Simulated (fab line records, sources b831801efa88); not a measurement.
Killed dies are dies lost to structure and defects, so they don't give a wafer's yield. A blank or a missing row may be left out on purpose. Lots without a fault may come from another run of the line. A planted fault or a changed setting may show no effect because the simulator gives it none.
fab line records | flow sky130
record lots=7 wafers=21 last_day=50
route steps=708 shown LDD_P@260 LDD_HVN@267
lots that met no fault: from a run of the same line without faults
start_h: hours from the record's first day to the start of the lot's first wafer shown | wait_h: hours since the lot's step before | " the same as in the row above | L1.1+2: a row that stands for several wafers | - no value, or no start given | * or withheld: withheld | < > ~ a bound
route shown NAME@n: a module of which the file shows steps, and the number in the route of the first | usual: mean/standard deviation of fault-free wafers | same: alike in all rows | chamber/n: place in a boat | sites: the reading at each site | _std_site: their standard deviation | _edge_site: outer sites' mean less inner sites' | radius_mm: how far each site lies from the wafer's centre | mask NAME#n: copy n | behind: the tool/chamber that last shaped the wafer | hold: why the lot was held/for how many hours/how that ended | device: the transistor (n, p or np) that didn't switch | end of line: the same wafers' tests at the end of the route | a step without rows: its recipe alone | killed: dies lost to structure and defects at the first sort, not the wafer's yield | map: a wafer's dies, x killed, . not, _ none there
set.NAME: the setting as run; set.NAME@STEP: as run at that earlier step | model.NAME: the simulator's own value behind a step, which no gauge read
lots at some steps of the route; a table a step, a row a wafer
services: from which hour (start_h, from the record's first day; less than 0 if before it) a tool's chamber was out of use, for how many hours, and why
## steps
# step SKY_LDD_P_PEB_05
# recipe temp_c=withheld time_s=* resist=NOVOLAK
# step SKY_LDD_P_DEVELOP_06
# recipe resist=NOVOLAK developer=TMAH develop_time_s=60 dev_temp_c=23
# step SKY_LDD_P_CD_MEAS_07
# recipe target_cd_nm=380
# usual cd_nm=379.8/2.3
# columns lot.wafer tool chamber start_h wait_h cd_nm
L597.3 cd_sem-02 - 459.32 0.1 383.5
L597.4 " - " " 383.5
L597.5 " - " " 381.4
L602.1 cd_sem-01 - 520.51 0.1 378.8
L602.3 " - " " 379.0
L602.6 " - " " 379.6
L609.2 cd_sem-01 - 547.18 0.1 378.7
L609.3 " - " " 379.8
L609.5 " - " " 377.4
L607.1 cd_sem-01 - 549.21 0.1 383.8
L607.5 " - " " 384.9
L607.6 " - " " 383.7
L610.2 cd_sem-01 - 563.73 0.1 378.9
L610.3 " - " " 381.8
L610.6 " - " " 378.9
L616.2 cd_sem-02 - 601.63 0.1 378.2
L616.4 " - " " 377.8
L616.6 " - " " 379.3
L617.1 cd_sem-01 - 619.16 0.1 378.9
L617.4 " - " " 381.3
L617.6 " - " " 379.0
# step SKY_LDD_P_OVL_MEAS_08
# usual LDD_P_OVL=1.0/1.3
# columns lot.wafer tool chamber start_h wait_h LDD_P_OVL[nm]
L597.3 overlay-01 - 459.41 0.1 -0.9
L597.4 " - " " 2.4
L597.5 " - " " 1.5
L602.1 overlay-01 - 520.63 0.1 1.6
L602.3 " - " " 3.2
L602.6 " - " " 2.4
L609.2 overlay-01 - 547.28 0.1 -0.3
L609.3 " - " " -0.9
L609.5 " - " " -0.5
L607.1 overlay-02 - 549.33 0.1 -0.5
L607.5 " - " " -0.2
L607.6 " - " " 0.0
L610.2 overlay-01 - 563.83 0.1 1.3
L610.3 " - " " 0.0
L610.6 " - " " 3.4
L616.2 overlay-01 - 601.73 0.1 1.7
L616.4 " - " " 1.5
L616.6 " - " " 1.8
L617.1 overlay-02 - 619.28 0.1 1.4
L617.4 " - " " 0.9
L617.6 " - " " 0.4
# step SKY_LDD_P_IMPLANT_09
# recipe species=BF2 energy_kev=25 dose_cm2=1e+13 tilt_deg=withheld
# step SKY_LDD_P_STRIP_10
# recipe chemistry=O2/N2 power_w=1400 pressure_mtorr=1500 platen_temp_c=withheld o2_flow_sccm=3000 n2_flow_sccm=300 overash_fraction=0.5
# usual drypump_motor_current_A=5.8/0.37 n2_flow_sccm=300.0/0.95 o2_flow_sccm=2999/9.5 oes_product_au=0.715/0.004 strip_time_to_endpoint_s=14.18/0.04
# columns lot.wafer tool chamber start_h wait_h drypump_motor_current_A n2_flow_sccm o2_flow_sccm oes_product_au rf_hours_counter_h strip_time_to_endpoint_s
L597.3 plasma_asher-04 1 459.62 0.1 5.4 300.3 2997 0.703 - 14.18
L597.4 " 0 " " 6.1 297.8 3005 0.708 - 14.16
L597.5 " 0 " " 6.1 300.3 3022 0.720 - 14.16
L602.1 plasma_asher-03 1 520.81 0.1 6.1 298.9 3024 0.715 72 14.20
L602.3 " 1 " " 6.0 298.9 3000 0.714 - 14.20
L602.6 " 1 " " 6.0 298.5 3012 0.721 - 14.17
L609.2 plasma_asher-03 0 547.46 0.1 6.5 299.8 2997 0.721 75 14.17
L609.3 " 0 " " 6.5 299.8 2983 0.715 - 14.14
L609.5 " 1 " " 6.1 300.7 2994 0.716 - 14.17
L607.1 plasma_asher-04 0 549.51 0.1 6.1 299.4 2998 0.714 87 14.10
L607.5 " 1 " " 5.3 299.8 2999 0.716 - 14.12
L607.6 " 0 " " 6.1 299.3 3010 0.713 - 14.13
L610.2 plasma_asher-04 1 564.01 0.1 5.4 299.2 2998 0.715 88 14.20
L610.3 " 0 " " 6.0 300.5 3018 0.720 - 14.16
L610.6 " 0 " " 6.0 299.9 3009 0.715 - 14.18
L616.2 plasma_asher-04 0 601.91 0.1 6.1 299.4 2993 0.717 93 14.12
L616.4 " 1 " " 5.3 298.6 2992 0.715 - 14.13
L616.6 " 0 " " 6.1 300.1 3001 0.722 - 14.16
L617.1 plasma_asher-04 0 619.46 0.1 6.1 301.2 2993 0.712 94 14.22
L617.4 " 0 " " 6.1 300.6 2993 0.713 - 14.25
L617.6 " 0 " " 6.1 300.5 2978 0.715 - 14.25
# step SKY_LDD_P_TW_MEAS_11
# usual LDD_P_TW=639/3.7
# columns lot.wafer tool chamber start_h wait_h LDD_P_TW
L597.3 film_metro-02 - 459.71 0.1 646
L597.4 " - " " 647
L597.5 " - " " 644
L602.1 film_metro-04 - 520.91 0.1 646
L602.3 " - " " 641
L602.6 " - " " 642
L609.2 film_metro-04 - 547.57 0.1 635
L609.3 " - " " 641
L609.5 " - " " 637
L607.1 film_metro-01 - 549.61 0.1 638
L607.5 " - " " 638
L607.6 " - " " 638
L610.2 film_metro-04 - 564.12 0.1 635
L610.3 " - " " 633
L610.6 " - " " 635
L616.2 film_metro-04 - 602.02 0.1 643
L616.4 " - " " 644
L616.6 " - " " 642
L617.1 film_metro-01 - 619.56 0.1 633
L617.4 " - " " 634
L617.6 " - " " 633
# step SKY_LDD_HVN_DEHYDRATE_00
# recipe temp_c=200 time_s=60
# step SKY_LDD_HVN_HMDS_01
# recipe prime_time_s=60 prime_temp_c=120
# step SKY_LDD_HVN_COAT_02
# recipe resist=NOVOLAK spin_rpm=3000 resist_thk_nm=300
# step SKY_LDD_HVN_SOFTBAKE_03
# recipe temp_c=90 time_s=60 resist=NOVOLAK
# step SKY_LDD_HVN_EXPOSE_04
# recipe mask_id=HVNTM na=0.6 source_shape=conventional sigma_outer=0.6 polarization=unpolarized target_cd_nm=700 dose_mj=127
# step SKY_LDD_HVN_PEB_05
# recipe temp_c=withheld time_s=* resist=NOVOLAK
# usual chill_plate_temp_C=* exhaust_pa=45.2/0.78
# columns lot.wafer tool chamber start_h wait_h chill_plate_temp_C exhaust_pa
L597.3 litho_track-02 0 489.72 - * 45.2
L597.4 " 0 " " * 44.8
L597.5 " 0 " " * 45.1
L602.1 litho_track-03 0 550.36 - * 45.1
L602.3 " 0 " " * 45.0
L602.6 " 0 " " * 44.8
L609.2 litho_track-04 - 576.88 - - -
L609.3 " - " " - -
L609.5 " - " " - -
L607.1 litho_track-02 - 578.57 - - -
L607.5 " - " " - -
L607.6 " - " " - -
L610.2 litho_track-02 - 591.80 - - -
L610.3 " - " " - -
L610.6 " - " " - -
L616.2 litho_track-03 0 629.68 - * 44.5
L616.4 " 0 " " * 44.3
L616.6 " 0 " " * 44.8
L617.1 litho_track-03 0 648.61 - * 45.4
L617.4 " 0 " " * 45.2
L617.6 " 0 " " * 45.1
# step SKY_LDD_HVN_DEVELOP_06
# recipe resist=NOVOLAK developer=TMAH develop_time_s=60 dev_temp_c=23
## services
# columns tool chamber start_h hours kind
plasma_asher-03 - 465.74 1.2 repair
plasma_asher-03 - 561.76 9.4 repair
litho_track-03 - 578.32 - consumable_replace:filter
## key
first_sign step=SKY_LDD_HVN_PEB_05 reading=tool_record direction=missing
effect none on later readings
met_at SKY_LDD_HVN_PEB_05
struck_wafers L607.1,L607.5,L607.6,L609.2,L609.3,L609.5,L610.2,L610.3,L610.6
sort_left_out L607.1,L607.5,L607.6,L609.2,L609.3,L609.5,L610.2,L610.3,L610.6
tester_left_out L607,L609,L610
onset_between 489.72 576.88
fault kind=skipped_step_whole tool=litho_track-02,litho_track-04 chamber=- onset_h=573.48 steps=SKY_LDD_HVN_PEB_05 scope=struck_lots_only
# tester_left_out: of these lots the tester's yield and bins aren't shown, on N5 and GAA mostly nor the transistor test; their killed dies are dies lost to structure and defects alone, not to doping, threshold or leakage, so they don't give the yield
# sort_left_out: the simulated sort isn't trusted on such a fault, so these wafers' sort isn't shown, and their yield isn't known
